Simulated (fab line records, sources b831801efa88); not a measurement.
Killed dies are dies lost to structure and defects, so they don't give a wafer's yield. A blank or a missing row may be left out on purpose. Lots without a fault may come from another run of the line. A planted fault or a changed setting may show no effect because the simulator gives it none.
A struck lot beside a sound one | flow sky130 | 16 steps out of a route of 708
Sound: wafers L526.1, L526.4, L526.5. Struck: wafers L530.1, L530.2, L530.6. The cause comes at the end.
At each step with rows: each side's tool, then ch and its chambers, then its first start. Under that, the readings that differ: sound wafers | struck wafers | difference of the means | sigmas: that difference in standard deviations of wafers without a fault.
alike: readings whose means differ by less than 2 such deviations, and words and numbers that are the same on both sides. not compared: withheld readings, readings that some wafer has no value for, bounds like >300 that may hide the same value, and numbers for which the record gives no deviation and whose values overlap.
The two part at a step that has a row with sigmas, a row that says differs or no value, or rows on one side only. Numbers that don't overlap but have no deviation are shown without sigmas and don't part them. A reading that every wafer of one side lacks parts them only if that side has two wafers or more.

first, 1 step without rows for these wafers: SKY_VT_ADJUST_NCORE_IMPLANT_09.
SKY_VT_ADJUST_NCORE_STRIP_10: strips in O2/N2.
  sound on plasma_asher-04 ch 0, day 8 16:55; struck on plasma_asher-02 ch 0,1, day 9 23:19
  alike: drypump_motor_current_A, oes_product_au, strip_time_to_endpoint_s
  not compared: rf_hours_counter_h
SKY_VT_ADJUST_NCORE_TW_MEAS_11:
  sound on film_metro-02, day 8 17:01; struck on film_metro-04, day 9 23:25
  reading            | sound             | struck            | difference | sigmas
  VT_ADJUST_NCORE_TW | 220.0 222.3 219.7 | 217.7 217.5 215.8 | -3.7       | -2
then, 7 steps without rows for these wafers: SKY_VT_ADJUST_HVTR_DEHYDRATE_00 (time 60 s); SKY_VT_ADJUST_HVTR_HMDS_01 (prime time 60 s); SKY_VT_ADJUST_HVTR_COAT_02 (resist thk 1140 nm); SKY_VT_ADJUST_HVTR_SOFTBAKE_03 (time 60 s); SKY_VT_ADJUST_HVTR_EXPOSE_04 (exposes mask HVTRM, target cd 380 nm); SKY_VT_ADJUST_HVTR_PEB_05; SKY_VT_ADJUST_HVTR_DEVELOP_06 (develop time 61.77 s).
SKY_VT_ADJUST_HVTR_CD_MEAS_07: target cd 380 nm.
  sound on cd_sem-01, day 9 13:58; struck on cd_sem-01, day 10 21:23
  alike: cd_nm
SKY_VT_ADJUST_HVTR_OVL_MEAS_08:
  sound on overlay-02, day 9 14:05; struck on overlay-02, day 10 21:31
  alike: VT_ADJUST_HVTR_OVL
SKY_VT_ADJUST_HVTR_IMPLANT_09:
  sound on implanter-02 ch 0, day 9 14:07; struck on implanter-02 ch 0, day 10 21:33
  reading            | sound                            | struck                           | difference  | sigmas
  dose_ions_cm2      | 2.1028e+12 2.1025e+12 2.1038e+12 | 1.2516e+12 1.2507e+12 1.2558e+12 | -8.5033e+11 | -99 or more
  faraday_current_uA | 11.82 11.80 11.91                | 7.14 6.99 7.11                   | -4.76       | -22
  alike: beam_energy_keV
SKY_VT_ADJUST_HVTR_STRIP_10: strips in O2/N2.
  sound on plasma_asher-02 ch 0,1, day 9 14:16; struck on plasma_asher-01 ch 0,1, day 10 21:42
  alike: drypump_motor_current_A, oes_product_au, strip_time_to_endpoint_s
  not compared: rf_hours_counter_h
SKY_VT_ADJUST_HVTR_TW_MEAS_11:
  sound on film_metro-01, day 9 14:22; struck on film_metro-01, day 10 22:01
  reading           | sound             | struck            | difference | sigmas
  VT_ADJUST_HVTR_TW | 213.0 212.5 213.8 | 183.8 184.4 183.9 | -29.1      | -16
  not compared: hold
-- the record jumps here: 37 days lie between the struck wafers' starts before and after (it left off in module VT_ADJUST_HVTR and takes up again in module PAD_OPEN, whose first step shown is number 708 of the route) --
SKY_PAD_OPEN_PROBE_99:
  sound on prober-01, day 45 22:28; struck on prober-02, day 47 14:35
  reading                                  | sound                   | struck                  | difference | sigmas
  model.etest.pfet_01v8_mvt.drive_ua_um    | 149.3 148.5 150         | 142.1 141.1 142.6       | -7.3       |
  model.etest.pfet_01v8_mvt.off_log10_a_um | -10.82 -10.92 -10.7     | -11.83 -11.89 -11.97    | -1.08      |
  model.etest.pfet_01v8_mvt.vt_sat_v (V)   | -0.5711 -0.5779 -0.5716 | -0.655 -0.664 -0.6565   | -0.085     |
  model.etest.pfet_01v8_mvt.vt_v (V)       | -0.6584 -0.6616 -0.6589 | -0.7239 -0.7321 -0.7301 | -0.0691    |
  model.etest.pfet_01v8_mvt.vt_long_v (V)  | -0.866 -0.863 -0.866    | -0.9258 -0.9265 -0.9282 | -0.0618    |
  alike: killed_at_M0_to_M3, killed_at_M4_up, killed_at_contacts, killed_at_front_end, killed_at_other, killed_dies, killed_open, killed_short

WHERE THEY PART
First at SKY_VT_ADJUST_NCORE_TW_MEAS_11; last, within this record, at SKY_VT_ADJUST_HVTR_TW_MEAS_11. Later steps at which nothing parts them and some readings are alike: SKY_PAD_OPEN_PROBE_99.

WHY: what the simulator had put in
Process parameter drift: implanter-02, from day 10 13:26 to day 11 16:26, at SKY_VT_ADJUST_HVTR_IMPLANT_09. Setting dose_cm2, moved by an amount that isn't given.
